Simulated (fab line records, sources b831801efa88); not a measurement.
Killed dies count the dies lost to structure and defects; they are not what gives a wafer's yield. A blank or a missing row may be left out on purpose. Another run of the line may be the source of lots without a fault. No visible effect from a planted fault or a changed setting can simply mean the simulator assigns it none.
Split-lot experiment    flow gf180mcu    23 wafers read across 5 lots, on a route 602 steps long

== SPLIT DETAILS ==
At GF_SALICIDE_SPUTTER_02 (material Co, target thk 10 nm, time 20 s), the setting powerW was moved away from the recipe's 1000 W on 4 of the 23 wafers read, by -9.4% to -4.4%. For the rest of the wafers, this setting stayed at what the recipe calls for.

The reading is taken at the split's own step.

== THE READING ==
Co_of_SALICIDE_SPUTTER_02.thkNm (the simulator's own value, which no gauge read), in nm, at GF_SALICIDE_SPUTTER_02 (material Co, target thk 10 nm, time 20 s). The file gives no usual value for it. Average 10.030 nm, standard deviation 0.2 nm, over the 19 wafers here run with the recipe.

wafer   tool, chamber at the split  powerW as run, W  against the recipe  Co_of_SALICIDE_SPUTTER_02.thkNm, nm  against lot-mates on the recipe
L074.1  pvdSputter-02, -            1000              recipe              10.24                                -
L074.3  pvdSputter-02, -            1000              recipe              10                                   -
L074.4  pvdSputter-02, -            1000              recipe              10.01                                -
L074.5  pvdSputter-02, -            955.8             -4.4%               9.773                                -0.310
L074.6  pvdSputter-02, -            955.8             -4.4%               9.447                                -0.636
L076.1  pvdSputter-02, -            1000              recipe              10.08                                -
L076.2  pvdSputter-02, -            1000              recipe              10.06                                -
L076.4  pvdSputter-02, -            1000              recipe              9.811                                -
L076.5  pvdSputter-02, -            1000              recipe              9.822                                -
L076.6  pvdSputter-02, -            1000              recipe              10.02                                -
L077.1  pvdSputter-02, -            1000              recipe              10.41                                -
L077.2  pvdSputter-02, -            1000              recipe              10.31                                -
L077.4  pvdSputter-02, -            1000              recipe              10.31                                -
L077.3  pvdSputter-02, -            1000              recipe              10.04                                -
L077.5  pvdSputter-02, -            1000              recipe              10.28                                -
L079.1  pvdSputter-02, -            1000              recipe              10.02                                -
L079.2  pvdSputter-02, -            1000              recipe              9.98                                 -
L079.5  pvdSputter-02, -            1000              recipe              10.01                                -
L082.1  pvdSputter-04, -            1000              recipe              9.724                                -
L082.2  pvdSputter-04, -            1000              recipe              9.79                                 -
L082.4  pvdSputter-04, -            906.2             -9.4%               8.798                                -0.926
L082.5  pvdSputter-04, -            906.2             -9.4%               8.709                                -1.015
L082.6  pvdSputter-04, -            1000              recipe              9.657                                -

THE FIT
A straight line over all 23 wafers: Co_of_SALICIDE_SPUTTER_02.thkNm changes by +0.13 nm for each +1% of powerW; r = +0.88; the points scatter about the line by 0.21 nm.
The same after taking each lot's own level away (the mean of its wafers on the recipe; 23 wafers): +0.104 nm for each +1%; r = +0.94; scatter 0.11 nm.
According to that fit, moving powerW by its largest amount changes the reading by 0.98 nm.
Across the lots, their own levels run from 9.7237 to 10.2700 nm, a range of 2.7 times the standard deviation given above.
In other words, the slope is changed by the lot-to-lot level; the two fits disagree.
Check: for one of the wafers moved furthest among these (-9.4%), held out of the fit, the line's prediction against its lot-mates is -1.01 nm. It came out at -0.926 nm against them.

== OTHER SPLITS APPLIED TO THESE WAFERS ==
Before the reading, these wafers also passed through other splits. Each is held against what the fit with the lots' levels taken away leaves over:
other split on the same wafers  wafers away from the commonest value  r with Co_of_SALICIDE_SPUTTER_02.thkNm (lot level and that fit taken away)
GF_SAB_DEVELOP_08 devTempC      4                                     +0.22

== THE FILE'S OWN FIT ==
Co_of_SALICIDE_SPUTTER_02.thkNm changes by +0.104 nm for each +1% of powerW, r = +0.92.
